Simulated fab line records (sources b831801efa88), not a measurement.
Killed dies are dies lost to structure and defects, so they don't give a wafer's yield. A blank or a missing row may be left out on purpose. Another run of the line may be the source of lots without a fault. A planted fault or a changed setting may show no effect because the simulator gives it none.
Check for tools in common -- flow sky130 -- 12 lots, 36 wafers sampled

WHY IT WAS OPENED
2 of 12 lots carry a flag on the reading VT_ADJUST_LVTN_2_TW at SKY_VT_ADJUST_LVTN_TW_MEAS_21. Fault-free wafers read 190.0, with a standard deviation of 1.6.
Rule: a lot is flagged in two cases, either no wafer of it has a number, or all its wafers with numbers fall more than 4 standard deviations from that mean. As for the other lots, they are considered sound.

lot,measured,on,"VT_ADJUST_LVTN_2_TW, wafer by wafer",flag
L747,day 7 17:32,film_metro-02,191.6 191.5 193.7,
L748,day 8 07:12,film_metro-03,188.5 188.3 187.9,
L750,day 8 16:04,film_metro-01,190.7 191.9 191.2,
L751,day 8 20:28,film_metro-02,190.8 190.5 192.4,
L752,day 9 02:17,film_metro-03,187.5 187.3 186.5,
L753,day 9 09:05,film_metro-01,189.2 190.3 189.0,
L754,day 9 14:50,film_metro-03,187.6 187.6 188.1,
L757,day 10 09:44,film_metro-01,191.4 190.5 191.9,
L759,day 11 07:45,film_metro-03,187.4 189.1 187.4,
L760,day 11 17:34,film_metro-01,191.8 191.3 191.3,
L767,day 13 13:59,film_metro-01,201.6 202.6 202.4,FLAGGED
L770,day 14 06:59,film_metro-03,198.7 198.1 199.5,FLAGGED
The mean of the flagged lots' numbers is 200.5, +10.5 from the usual (+7 standard deviations).

WHICH TOOL EACH LOT WENT THROUGH
The record holds 1 process step before the reading, out of a route of 708 steps. Cell contents, in order: the tool; ch with the chambers the sampled wafers went through; the start.
lot,flag,SKY_VT_ADJUST_LVTN_IMPLANT_19
L747,,"implanter-04 ch 0, day 7 17:15"
L748,,"implanter-02 ch 0, day 8 06:59"
L750,,"implanter-04 ch 0, day 8 15:50"
L751,,"implanter-04 ch 0, day 8 20:14"
L752,,"implanter-01 ch 0, day 9 02:02"
L753,,"implanter-04 ch 0, day 9 08:50"
L754,,"implanter-04 ch 0, day 9 14:35"
L757,,"implanter-01 ch 0, day 10 09:31"
L759,,"implanter-02 ch 0, day 11 07:32"
L760,,"implanter-04 ch 0, day 11 17:19"
L767,FLAGGED,"implanter-01 ch 0, day 13 13:44"
L770,FLAGGED,"implanter-01 ch 0, day 14 06:46"
What these steps do:
- SKY_VT_ADJUST_LVTN_IMPLANT_19
- SKY_VT_ADJUST_LVTN_TW_MEAS_21

FLAGGED OVER TOTAL, TOOL BY TOOL (the gauges that took the reading come last)
step,tool,lots run,flagged,share of the flagged lots,sound lots run after its first flagged lot
SKY_VT_ADJUST_LVTN_IMPLANT_19,implanter-01,4,2,all,0
SKY_VT_ADJUST_LVTN_IMPLANT_19,implanter-02,2,0,none,-
SKY_VT_ADJUST_LVTN_IMPLANT_19,implanter-04,6,0,none,-
SKY_VT_ADJUST_LVTN_TW_MEAS_21,film_metro-01,5,1,some,0
SKY_VT_ADJUST_LVTN_TW_MEAS_21,film_metro-02,2,0,none,-
SKY_VT_ADJUST_LVTN_TW_MEAS_21,film_metro-03,5,1,some,0

WHAT THE TABLE PERMITS
All flagged lots share 1 row of the table, namely implanter-01 at SKY_VT_ADJUST_LVTN_IMPLANT_19.
- implanter-01 at SKY_VT_ADJUST_LVTN_IMPLANT_19 ran 4 lots, 2 of them flagged. A fault beginning between L757 (day 10 09:31), its last sound lot, and L767 (day 13 13:44), its first flagged one, fits the data. Its own readings lie more than 4 standard deviations out on every wafer of the flagged lots: dose_ions_cm2, faraday_current_uA.
implanter-01 at SKY_VT_ADJUST_LVTN_IMPLANT_19 is the single tool remaining.

WHAT WAS PUT IN BY THE SIMULATOR
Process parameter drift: implanter-01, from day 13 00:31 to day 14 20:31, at SKY_VT_ADJUST_LVTN_IMPLANT_19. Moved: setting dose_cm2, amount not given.
Shown lots that were struck: L767, L770. The rule above reached the same finding.
